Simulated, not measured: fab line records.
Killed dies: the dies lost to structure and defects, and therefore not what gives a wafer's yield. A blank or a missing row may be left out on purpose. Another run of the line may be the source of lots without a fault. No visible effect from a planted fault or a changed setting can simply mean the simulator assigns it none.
One fault through the eyes of 2 desks | flow gf180mcu | each desk has only its own numbers; what lay behind them comes last

## FROM THE METROLOGY DESK
What the gauges read, lot by lot, whatever tool the lot ran on: means of the sampled wafers that have a number. A lot is out of limits, marked OUT, if its mean lies more than 4 standard deviations from the usual mean; the brackets give that distance.
Columns: A = STI_OXIDATION_01_THK at GF_STI_THK_MEAS_22, usual 14.94 nm; B = VT_IMPLANT_2_TW at GF_VT_IMPLANT_TW_MEAS_21, usual 1210; C = HV_LDD_03_OVL at GF_HV_LDD_OVL_MEAS_47, usual -1.0 nm
lot  | first seen here | A     | B               | C
L235 | day 2 13:32     | 14.87 | 1215            | -0.8
L236 | day 2 18:54     | 14.64 | 1204            | 1.0
L237 | day 3 01:16     | 14.30 | 1219            | -3.0
L238 | day 3 05:03     | 14.36 | 1197            | -0.7
L239 | day 3 10:02     | 14.82 | 1216            | -2.9
L241 | day 3 21:21     | 15.11 | 1268 (+5.8) OUT | -2.5
L240 | day 3 21:24     | 15.27 | 1222            | 0.1
L242 | day 4 02:31     | 15.20 | 1266 (+5.6) OUT | -1.2
L250 | day 5 20:50     | 14.86 | 1205            | -2.3
L251 | day 6 02:21     | 14.79 | 1212            | -0.5
L253 | day 6 09:55     | 15.04 | 1193            | -0.1
L255 | day 6 19:36     | 15.03 | 1217            | -0.7
L256 | day 7 00:50     | 15.22 | 1214            | -1.8
Finding of this desk: L241, L242 out of limits, first seen on L241 at day 8 04:46 (VT_IMPLANT_2_TW at GF_VT_IMPLANT_TW_MEAS_21). Within limits: L235, L236, L237, L238, L239, L240, L250, L251, L253, L255, L256.

## DESK OF THE TOOL OWNER: implanter-04
For each lot that ran on this tool, the mean over its sampled wafers that have a number, from the tool's own readings at GF_VT_IMPLANT_IMPLANT_19. A lot is out of limits, marked OUT, if its mean lies more than 4 standard deviations from the usual mean; the brackets give that distance.
Columns: A = beamEnergyKeV at GF_VT_IMPLANT_IMPLANT_19, usual 100.00
lot  | first seen here | A
L236 | day 6 19:52     | 100.01
L238 | day 7 09:25     | 99.99
L239 | day 7 14:55     | 99.99
L241 | day 8 04:32     | 121.75 (+99 or more) OUT
L242 | day 8 13:01     | 121.82 (+99 or more) OUT
This desk's finding: out of limits on L241, L242; first on L241, day 8 04:32 (beamEnergyKeV at GF_VT_IMPLANT_IMPLANT_19). Within limits: L236, L238, L239.

## BROUGHT TOGETHER
On L241, L242, at day 8 04:32, an alarm was possible from the tool owner's desk.
An alarm was possible from the metrology desk at day 8 04:46, on L241, L242.
Every lot named ran GF_VT_IMPLANT_IMPLANT_19 on implanter-04.

## WHAT HAD BEEN PUT IN BY THE SIMULATOR
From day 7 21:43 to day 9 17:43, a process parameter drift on implanter-04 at GF_VT_IMPLANT_IMPLANT_19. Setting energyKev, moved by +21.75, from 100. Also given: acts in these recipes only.
Lots struck among those shown: L241, L242.
Fault start to first reading out of limits, in hours, per desk: tool owner, 7; metrology, 7.
